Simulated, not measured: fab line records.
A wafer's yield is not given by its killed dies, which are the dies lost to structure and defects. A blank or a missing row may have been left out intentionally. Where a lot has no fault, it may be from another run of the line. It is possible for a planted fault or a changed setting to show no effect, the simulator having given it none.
Which tool is to blame? / flow sky130 / Sampling: 12 lots, 36 wafers, 5 of 708 route steps

## WHAT EACH GAUGE READ, for each wafer
The record holds no reading of a measuring or inspecting step that can be judged against a usual standard deviation.

## WHAT TOOL EACH LOT RAN ON (gives the tool, then ch and the chambers of the sampled wafers, and finally the start)
lot=L294; SKY_CONTACT_CMP_27=cmp-02 ch 0,2,3, day 31 20:03; SKY_METAL1_SPUTTER_00=pvd-sputter-02, day 31 20:18; SKY_VIA1_SOFTBAKE_08=litho-track-01 ch 0, day 33 14:00; SKY_VIA1_SPUTTER_20=pvd-sputter-03, day 34 04:53; SKY_PAD_OPEN_PROBE_99=prober-02, day 46 00:49
lot=L296; SKY_CONTACT_CMP_27=cmp-01 ch 1,3, day 32 08:23; SKY_METAL1_SPUTTER_00=pvd-sputter-03, day 32 08:38; SKY_VIA1_SOFTBAKE_08=litho-track-01 ch 0, day 34 01:00; SKY_VIA1_SPUTTER_20=pvd-sputter-03, day 34 17:02; SKY_PAD_OPEN_PROBE_99=-
lot=L298; SKY_CONTACT_CMP_27=cmp-01 ch 1,2,3, day 33 16:27; SKY_METAL1_SPUTTER_00=pvd-sputter-01, day 33 16:45; SKY_VIA1_SOFTBAKE_08=litho-track-04 ch 0, day 35 10:00; SKY_VIA1_SPUTTER_20=pvd-sputter-01, day 36 00:22; SKY_PAD_OPEN_PROBE_99=-
lot=L300; SKY_CONTACT_CMP_27=cmp-01 ch 0,1,3, day 34 02:35; SKY_METAL1_SPUTTER_00=pvd-sputter-01, day 34 02:53; SKY_VIA1_SOFTBAKE_08=litho-track-03 ch 0, day 35 19:00; SKY_VIA1_SPUTTER_20=pvd-sputter-04, day 36 09:44; SKY_PAD_OPEN_PROBE_99=-
lot=L301; SKY_CONTACT_CMP_27=cmp-01 ch 1,2,3, day 34 07:32; SKY_METAL1_SPUTTER_00=pvd-sputter-02, day 34 07:50; SKY_VIA1_SOFTBAKE_08=litho-track-01 ch 0, day 36 01:00; SKY_VIA1_SPUTTER_20=pvd-sputter-03, day 36 15:25; SKY_PAD_OPEN_PROBE_99=-
lot=L302; SKY_CONTACT_CMP_27=cmp-02 ch 0,2,3, day 34 17:43; SKY_METAL1_SPUTTER_00=pvd-sputter-03, day 34 17:55; SKY_VIA1_SOFTBAKE_08=litho-track-01 ch 0, day 36 10:00; SKY_VIA1_SPUTTER_20=pvd-sputter-01, day 37 00:26; SKY_PAD_OPEN_PROBE_99=-
lot=L304; SKY_CONTACT_CMP_27=cmp-01 ch 0,1,2, day 36 02:10; SKY_METAL1_SPUTTER_00=pvd-sputter-02, day 36 02:28; SKY_VIA1_SOFTBAKE_08=litho-track-01 ch 0, day 37 18:00; SKY_VIA1_SPUTTER_20=pvd-sputter-01, day 38 08:14; SKY_PAD_OPEN_PROBE_99=-
lot=L303; SKY_CONTACT_CMP_27=cmp-02 ch 0,3, day 36 04:42; SKY_METAL1_SPUTTER_00=pvd-sputter-02, day 36 05:00; SKY_VIA1_SOFTBAKE_08=litho-track-01 ch 0, day 37 22:00; SKY_VIA1_SPUTTER_20=pvd-sputter-01, day 38 12:14; SKY_PAD_OPEN_PROBE_99=prober-02, day 49 06:46
lot=L309; SKY_CONTACT_CMP_27=cmp-02 ch 1,3, day 36 16:12; SKY_METAL1_SPUTTER_00=pvd-sputter-03, day 36 16:27; SKY_VIA1_SOFTBAKE_08=litho-track-04 ch 0, day 38 08:00; SKY_VIA1_SPUTTER_20=pvd-sputter-01, day 38 21:32; SKY_PAD_OPEN_PROBE_99=-
lot=L312; SKY_CONTACT_CMP_27=cmp-02 ch 0,2,3, day 38 06:14; SKY_METAL1_SPUTTER_00=pvd-sputter-03, day 38 06:29; SKY_VIA1_SOFTBAKE_08=litho-track-04 ch 0, day 39 21:00; SKY_VIA1_SPUTTER_20=pvd-sputter-04, day 40 10:39; SKY_PAD_OPEN_PROBE_99=prober-02, day 50 12:15
lot=L315; SKY_CONTACT_CMP_27=cmp-02 ch 1,2,3, day 38 19:34; SKY_METAL1_SPUTTER_00=pvd-sputter-03, day 38 19:52; SKY_VIA1_SOFTBAKE_08=litho-track-03 ch 0, day 40 11:00; SKY_VIA1_SPUTTER_20=pvd-sputter-01, day 40 23:52; SKY_PAD_OPEN_PROBE_99=-
lot=L316; SKY_CONTACT_CMP_27=cmp-02 ch 0,1,2, day 38 21:59; SKY_METAL1_SPUTTER_00=pvd-sputter-03, day 38 22:08; SKY_VIA1_SOFTBAKE_08=litho-track-04 ch 0, day 40 12:00; SKY_VIA1_SPUTTER_20=pvd-sputter-03, day 41 01:17; SKY_PAD_OPEN_PROBE_99=-
- SKY_CONTACT_CMP_27: polishes, stops on SiO2, t overpolish 15 s, target thk 0 nm.
- SKY_METAL1_SPUTTER_00: material Ti, target thk 15 nm, time 10 s.
- SKY_VIA1_SOFTBAKE_08: time 90 s.
- SKY_VIA1_SPUTTER_20: material TiN, target thk 20 nm, time 80 s.
- SKY_PAD_OPEN_PROBE_99

## WHAT THE TOOLS THEMSELVES READ (means of the sampled wafers that have a number; where no wafer has one, the mark that the record gives instead)
SKY_CONTACT_CMP_27. Usual: motor-current-A 11.1 A, standard deviation 1.2; overpolish-run-s 15.000 s, standard deviation 0.0098; time-to-endpoint-s 83.8 s, standard deviation 2.7.
lot=L294; tool=cmp-02; motor-current-A (A)=10.8; overpolish-run-s (s)=14.995; time-to-endpoint-s (s)=80.6; flag=
lot=L296; tool=cmp-01; motor-current-A (A)=11.3; overpolish-run-s (s)=15.004; time-to-endpoint-s (s)=87.8; flag=
lot=L298; tool=cmp-01; motor-current-A (A)=11.9; overpolish-run-s (s)=15.002; time-to-endpoint-s (s)=80.4; flag=
lot=L300; tool=cmp-01; motor-current-A (A)=10.7; overpolish-run-s (s)=15.006; time-to-endpoint-s (s)=86.6; flag=
lot=L301; tool=cmp-01; motor-current-A (A)=11.7; overpolish-run-s (s)=15.003; time-to-endpoint-s (s)=82.4; flag=
lot=L302; tool=cmp-02; motor-current-A (A)=10.9; overpolish-run-s (s)=14.994; time-to-endpoint-s (s)=82.8; flag=
lot=L304; tool=cmp-01; motor-current-A (A)=11.2; overpolish-run-s (s)=14.999; time-to-endpoint-s (s)=82.0; flag=
lot=L303; tool=cmp-02; motor-current-A (A)=11.3; overpolish-run-s (s)=14.990; time-to-endpoint-s (s)=82.8; flag=
lot=L309; tool=cmp-02; motor-current-A (A)=11.4; overpolish-run-s (s)=14.994; time-to-endpoint-s (s)=86.5; flag=
lot=L312; tool=cmp-02; motor-current-A (A)=10.8; overpolish-run-s (s)=15.000; time-to-endpoint-s (s)=82.8; flag=
lot=L315; tool=cmp-02; motor-current-A (A)=11.9; overpolish-run-s (s)=15.005; time-to-endpoint-s (s)=85.6; flag=
lot=L316; tool=cmp-02; motor-current-A (A)=10.6; overpolish-run-s (s)=14.997; time-to-endpoint-s (s)=84.8; flag=

SKY_METAL1_SPUTTER_00. Usual: throttle-valve-pct reads 30.3 % (standard deviation 0.76).
lot=L294; tool=pvd-sputter-02; throttle-valve-pct (%)=31.0; flag=
lot=L296; tool=pvd-sputter-03; throttle-valve-pct (%)=30.7; flag=
lot=L298; tool=pvd-sputter-01; throttle-valve-pct (%)=30.0; flag=
lot=L300; tool=pvd-sputter-01; throttle-valve-pct (%)=30.1; flag=
lot=L301; tool=pvd-sputter-02; throttle-valve-pct (%)=30.5; flag=
lot=L302; tool=pvd-sputter-03; throttle-valve-pct (%)=30.3; flag=
lot=L304; tool=pvd-sputter-02; throttle-valve-pct (%)=30.8; flag=
lot=L303; tool=pvd-sputter-02; throttle-valve-pct (%)=30.7; flag=
lot=L309; tool=pvd-sputter-03; throttle-valve-pct (%)=30.0; flag=
lot=L312; tool=pvd-sputter-03; throttle-valve-pct (%)=30.0; flag=
lot=L315; tool=pvd-sputter-03; throttle-valve-pct (%)=30.4; flag=
lot=L316; tool=pvd-sputter-03; throttle-valve-pct (%)=30.0; flag=

SKY_VIA1_SOFTBAKE_08. Usual: exhaust-pa 45.0 Pa, standard deviation 0.83; heater-power-total-W 57.36 W, standard deviation 0.11; plate-temp-C 99.98 C, standard deviation 0.12.
lot=L294; tool=litho-track-01; exhaust-pa (Pa)=45.2; heater-power-total-W (W)=57.39; plate-temp-C (C)=99.94; flag=
lot=L296; tool=litho-track-01; exhaust-pa (Pa)=45.1; heater-power-total-W (W)=57.40; plate-temp-C (C)=100.01; flag=
lot=L298; tool=litho-track-04; exhaust-pa (Pa)=45.4; heater-power-total-W (W)=57.34; plate-temp-C (C)=99.81; flag=
lot=L300; tool=litho-track-03; exhaust-pa (Pa)=45.0; heater-power-total-W (W)=57.40; plate-temp-C (C)=100.10; flag=
lot=L301; tool=litho-track-01; exhaust-pa (Pa)=45.1; heater-power-total-W (W)=57.39; plate-temp-C (C)=100.13; flag=
lot=L302; tool=litho-track-01; exhaust-pa (Pa)=45.9; heater-power-total-W (W)=57.39; plate-temp-C (C)=99.93; flag=
lot=L304; tool=litho-track-01; exhaust-pa (Pa)=45.2; heater-power-total-W (W)=56.65; plate-temp-C (C)=99.23; flag=OFF
lot=L303; tool=litho-track-01; exhaust-pa (Pa)=45.2; heater-power-total-W (W)=56.61; plate-temp-C (C)=99.09; flag=OFF
lot=L309; tool=litho-track-04; exhaust-pa (Pa)=44.7; heater-power-total-W (W)=57.44; plate-temp-C (C)=99.73; flag=
lot=L312; tool=litho-track-04; exhaust-pa (Pa)=45.0; heater-power-total-W (W)=57.32; plate-temp-C (C)=99.89; flag=
lot=L315; tool=litho-track-03; exhaust-pa (Pa)=43.8; heater-power-total-W (W)=57.43; plate-temp-C (C)=99.94; flag=
lot=L316; tool=litho-track-04; exhaust-pa (Pa)=44.4; heater-power-total-W (W)=57.41; plate-temp-C (C)=99.89; flag=

SKY_VIA1_SPUTTER_20. Usual: throttle-valve-pct reads 30.2 % (standard deviation 0.97).
lot=L294; tool=pvd-sputter-03; throttle-valve-pct (%)=30.2; flag=
lot=L296; tool=pvd-sputter-03; throttle-valve-pct (%)=30.5; flag=
lot=L298; tool=pvd-sputter-01; throttle-valve-pct (%)=30.5; flag=
lot=L300; tool=pvd-sputter-04; throttle-valve-pct (%)=30.8; flag=
lot=L301; tool=pvd-sputter-03; throttle-valve-pct (%)=29.8; flag=
lot=L302; tool=pvd-sputter-01; throttle-valve-pct (%)=31.0; flag=
lot=L304; tool=pvd-sputter-01; throttle-valve-pct (%)=30.7; flag=
lot=L303; tool=pvd-sputter-01; throttle-valve-pct (%)=30.8; flag=
lot=L309; tool=pvd-sputter-01; throttle-valve-pct (%)=29.8; flag=
lot=L312; tool=pvd-sputter-04; throttle-valve-pct (%)=30.8; flag=
lot=L315; tool=pvd-sputter-01; throttle-valve-pct (%)=29.9; flag=
lot=L316; tool=pvd-sputter-03; throttle-valve-pct (%)=30.6; flag=

SKY_PAD_OPEN_PROBE_99. Usual: defect-limited-yield 82.3 %, standard deviation 1.9; killed_at_M0_to_M3 43, standard deviation 6.7; killed_at_M4_up 3.2, standard deviation 1.8; killed-at-contacts 25, standard deviation 5.2; killed-at-front-end 15, standard deviation 4.4; killed-at-other 0.2, standard deviation 0.4; killed-dies 87, standard deviation 9.3; killed-open 48, standard deviation 7.1; killed-short 39, standard deviation 6; sort_bin_3_pad_short 0.9 %, standard deviation 0.41; sort_bin_5_function 10.5 %, standard deviation 1.4; sort_bin_6_memory 6.3 %, standard deviation 1.1; sort-n-pass 405, standard deviation 9.3; sort-yield-pct 82.3 %, standard deviation 1.9.
lot=L294; tool=prober-02; defect-limited-yield (%)=81.3; killed_at_M0_to_M3=47; killed_at_M4_up=4.3; killed-at-contacts=22; killed-at-front-end=19; killed-at-other=0.3; killed-dies=92; killed-open=54; killed-short=38; sort_bin_3_pad_short (%)=0.5; sort_bin_5_function (%)=11.4; sort_bin_6_memory (%)=6.8; sort-n-pass=400; sort-yield-pct (%)=81.3; flag=
lot=L303; tool=prober-02; defect-limited-yield (%)=83.7; killed_at_M0_to_M3=45; killed_at_M4_up=4.0; killed-at-contacts=18; killed-at-front-end=13; killed-at-other=0.0; killed-dies=80; killed-open=41; killed-short=40; sort_bin_3_pad_short (%)=0.7; sort_bin_5_function (%)=9.9; sort_bin_6_memory (%)=5.8; sort-n-pass=412; sort-yield-pct (%)=83.7; flag=
lot=L312; tool=prober-02; defect-limited-yield (%)=84.3; killed_at_M0_to_M3=42; killed_at_M4_up=4.0; killed-at-contacts=21; killed-at-front-end=10; killed-at-other=0.0; killed-dies=77; killed-open=39; killed-short=38; sort_bin_3_pad_short (%)=1.6; sort_bin_5_function (%)=9.3; sort_bin_6_memory (%)=4.7; sort-n-pass=415; sort-yield-pct (%)=84.3; flag=

## THE ANSWER, worked out from the rows above alone
Rule: take the mean of a lot's wafers that have a number; if it is more than 3 standard deviations from the usual mean, the lot is off. Also off: a lot with no number at a reading for which 4 or more lots have one. All remaining lots with rows at the step are treated as sound. The gauges are gone through in route order, then the tools' own readings, and for those a lot's mean is taken as printed above. At the first step where some lot is off, the reading lying furthest off is the one used; lots without a number count as furthest.
Off, at SKY_VIA1_SOFTBAKE_08 on plate-temp-C: L304, L303.
If a tool, at that step or one of the process steps before it, ran each lot that is off and ran no sound lot following the first of them, it fits. This does not decide it: 2 tools fit, namely pvd-sputter-02 at SKY_METAL1_SPUTTER_00 and litho-track-01 at SKY_VIA1_SOFTBAKE_08.

## WHAT THE SIMULATOR HAD INSERTED
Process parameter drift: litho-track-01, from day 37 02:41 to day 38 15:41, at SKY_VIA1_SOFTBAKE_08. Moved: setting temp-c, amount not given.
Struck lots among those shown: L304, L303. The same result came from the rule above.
